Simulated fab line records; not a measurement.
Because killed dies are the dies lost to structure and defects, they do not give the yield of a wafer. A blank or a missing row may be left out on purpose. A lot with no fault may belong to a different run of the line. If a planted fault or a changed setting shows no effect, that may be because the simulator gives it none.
The tool behind it: which one?	flow gf180mcu	Sampling: 12 lots, 36 wafers, 6 of 602 route steps

## WHAT EACH GAUGE READ, for each wafer
GF_POLY_GATE_OVL_MEAS_11.
lot	measured	on	POLY_GATE_OVL (nm)
L145	day 9 05:17	overlay-01	-9 -2 -2
L146	day 9 10:17	overlay-01	4 8 3
L147	day 9 17:55	overlay-02	2 12 5
L148	day 10 08:11	overlay-02	7 6 3
L149	day 10 06:43	overlay-01	7 -4 -1
L150	day 10 13:24	overlay-02	3 4 2
L153	day 11 11:07	overlay-01	12 6 7
L160	day 13 17:16	overlay-01	2 -1 5
L161	day 13 22:13	overlay-01	4 13 19
L162	day 14 05:10	overlay-02	7 6 5
L164	day 14 18:44	overlay-02	3 5 4
L168	day 16 05:11	overlay-01	6 3 5

GF_HV_LDD_TW_MEAS_38.
lot	measured	on	HV_LDD_3_TW
L145	day 11 13:50	film metro-02	1431 1425 1428
L146	day 11 21:49	film metro-02	1433 1423 1430
L147	day 12 05:10	film metro-03	1449 1457 1441
L148	day 12 21:04	film metro-04	1447 1448 1457
L149	day 12 18:38	film metro-02	1434 1438 1436
L150	day 13 00:47	film metro-03	1439 1446 1440
L153	day 14 04:02	film metro-04	1453 1452 1456
L160	day 16 11:46	film metro-02	1427 1421 1426
L161	day 16 19:56	film metro-02	1394 1389 1382 1384 1386 1395
L162	day 17 03:10	film metro-02	1393 1403 1408 1392 1399 1401
L164	day 17 16:19	film metro-04	1442 1444 1459
L168	day 19 07:26	film metro-02	1435 1431 1431

GF_HV_LDD_RS_MEAS_53: measures by four-point-probe.
lot	measured	on	HV_LDD_RS (ohm/sq)
L145	day 12 09:38	film metro-02	418.6 419.1 419.2
L146	day 12 18:05	film metro-02	418.6 419.4 419.2
L147	day 13 01:44	film metro-03	419.7 419.7 420.6
L148	day 13 18:02	film metro-04	417.1 417.8 417.0
L149	day 13 15:02	film metro-03	417.6 418.4 418.0
L150	day 13 20:54	film metro-04	416.7 418.5 417.3
L153	day 15 01:13	film metro-02	417.8 418.3 417.7
L160	day 17 11:28	film metro-04	417.3 415.7 416.8
L161	day 17 19:34	film metro-04	426.0 425.9 426.1 425.7 426.0 426.7
L162	day 18 03:38	film metro-03	425.5 424.8 425.2 424.9 424.7 424.6
L164	day 18 16:28	film metro-03	418.7 417.5 418.7
L168	day 20 08:30	film metro-02	417.6 418.1 417.8

GF_CONTACT_THK_MEAS_01.
lot	measured	on	CONTACT_CVD_00_THK (nm)
L145	day 15 03:19	film metro-02	297.9 294.4 302.0
L146	day 15 13:25	film metro-04	295.3 298.2 295.7
L147	day 15 21:25	film metro-02	299.3 299.4 299.6
L148	day 16 15:36	film metro-03	298.7 299.5 300.8
L149	day 16 11:43	film metro-02	298.2 298.9 298.5
L150	day 16 17:18	film metro-03	296.7 297.0 302.4
L153	day 18 03:05	film metro-04	297.6 298.0 296.7
L160	day 20 16:04	film metro-03	304.2 304.9 303.3
L161	day 20 23:26	film metro-04	307.7 301.6 300.7
L162	day 21 08:34	film metro-02	297.1 304.3 299.8
L164	day 21 21:37	film metro-03	298.8 304.4 298.7
L168	day 23 11:21	film metro-02	297.9 297.8 297.6

## TOOL THAT RAN EACH LOT (tool first, then ch and the chambers of the sampled wafers, then the start)
lot	GF_VT_IMPLANT_RTA_45	GF_HV_LDD_IMPLANT_34
L145	rtp anneal-02 ch 0, day 7 12:42	implanter-04 ch 0, day 11 13:17
L146	rtp anneal-01 ch 0, day 7 19:03	implanter-01 ch 0, day 11 21:17
L147	rtp anneal-02 ch 0, day 8 00:44	implanter-01 ch 0, day 12 04:37
L148	rtp anneal-01 ch 0, day 8 13:59	implanter-04 ch 0, day 12 20:31
L149	rtp anneal-02 ch 0, day 8 15:02	implanter-04 ch 0, day 12 18:05
L150	rtp anneal-01 ch 0, day 8 20:59	implanter-01 ch 0, day 13 00:16
L153	rtp anneal-02 ch 0, day 9 16:27	implanter-02 ch 0, day 14 03:29
L160	rtp anneal-01 ch 0, day 11 17:55	implanter-01 ch 0, day 16 11:11
L161	rtp anneal-02 ch 0, day 11 23:28	implanter-01 ch 0, day 16 19:25
L162	rtp anneal-01 ch 0, day 12 07:31	implanter-01 ch 0, day 17 02:37
L164	rtp anneal-02 ch 0, day 12 19:32	implanter-04 ch 0, day 17 15:47
L168	rtp anneal-02 ch 0, day 14 02:56	implanter-02 ch 0, day 19 06:55
- GF_VT_IMPLANT_RTA_45: time 30 s.
- GF_HV_LDD_IMPLANT_34

## WHAT THE TOOLS THEMSELVES READ (means of the sampled wafers that have a number; where no wafer has one, the mark that the record gives instead)
GF_VT_IMPLANT_RTA_45.
lot	tool	lamp power pct (%)	wafer_temp_C_max
L145	rtp anneal-02	40	1053.2
L146	rtp anneal-01	32	1057.2
L147	rtp anneal-02	40	1053.6
L148	rtp anneal-01	32	1056.9
L149	rtp anneal-02	40	1053.6
L150	rtp anneal-01	32	1055.8
L153	rtp anneal-02	40	1053.3
L160	rtp anneal-01	32	1058.3
L161	rtp anneal-02	40	1053.6
L162	rtp anneal-01	32	1059.2
L164	rtp anneal-02	40	1053.3
L168	rtp anneal-02	40	1053.6

GF_HV_LDD_IMPLANT_34.
lot	tool	dose ions cm2	faraday current uA
L145	implanter-04	7.504e+12	42.6
L146	implanter-01	7.489e+12	42.4
L147	implanter-01	7.496e+12	42.5
L148	implanter-04	7.505e+12	42.5
L149	implanter-04	7.505e+12	42.7
L150	implanter-01	7.495e+12	42.8
L153	implanter-02	7.485e+12	42.4
L160	implanter-01	7.498e+12	42.6
L161	implanter-01	5.072e+12	28.2
L162	implanter-01	5.073e+12	28.2
L164	implanter-04	7.511e+12	42.1
L168	implanter-02	7.504e+12	42.4

## THE ANSWER, worked out from the rows above alone
Rule: usual is defined by the lots themselves. Put in order of their means at a reading, lots are off if they are a third of the lots or fewer, leave a main group of 4 or more, and stand apart from it by a gap of 3 or more times the standard deviation of the main group's means; of several such gaps the widest counts. If all means in a main group match to the digits the tables above print for the reading, that group is not used. Also off: a lot with no number at a reading for which 4 or more lots have one. Any other lot the step has rows for is counted as sound. The gauges are gone through in route order, then the tools' own readings, and for those a lot's mean is taken as printed above. At the first step where some lot is off, the reading lying furthest off is the one used; lots without a number count as furthest.
Off: L161, L162, at GF_HV_LDD_RS_MEAS_53 (HV_LDD_RS). Mean 418.2 ohm/sq and standard deviation 0.93 in the main group.
A tool fits if, at a process step before that reading, it ran every lot that is off, and no sound lot after the first of them. Not tried: the gauges at GF_HV_LDD_RS_MEAS_53; whatever is off there is also off at GF_HV_LDD_IMPLANT_34, on other tools, and gauge error can't account for it. One fits: GF_HV_LDD_IMPLANT_34 on implanter-01. A fault onset in the window from L160 (day 16 11:11, its last sound lot) to L161 (day 16 19:25, its first lot off) fits.
The tool's own readings at GF_HV_LDD_IMPLANT_34 bear it out: on the lots that are off they differ by more than 5 times the standard deviation of the sound lots' means. dose ions cm2 reads 5.072e+12 there against 7.499e+12 on the sound lots; faraday current uA reads 28.2 there against 42.5 on the sound lots.

## WHAT THE SIMULATOR HAD PUT IN
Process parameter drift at GF_HV_LDD_IMPLANT_34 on implanter-01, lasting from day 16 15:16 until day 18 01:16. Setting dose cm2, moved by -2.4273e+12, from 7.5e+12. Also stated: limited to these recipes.
Lots struck among those shown: L161, L162. Same finding as the rule above.
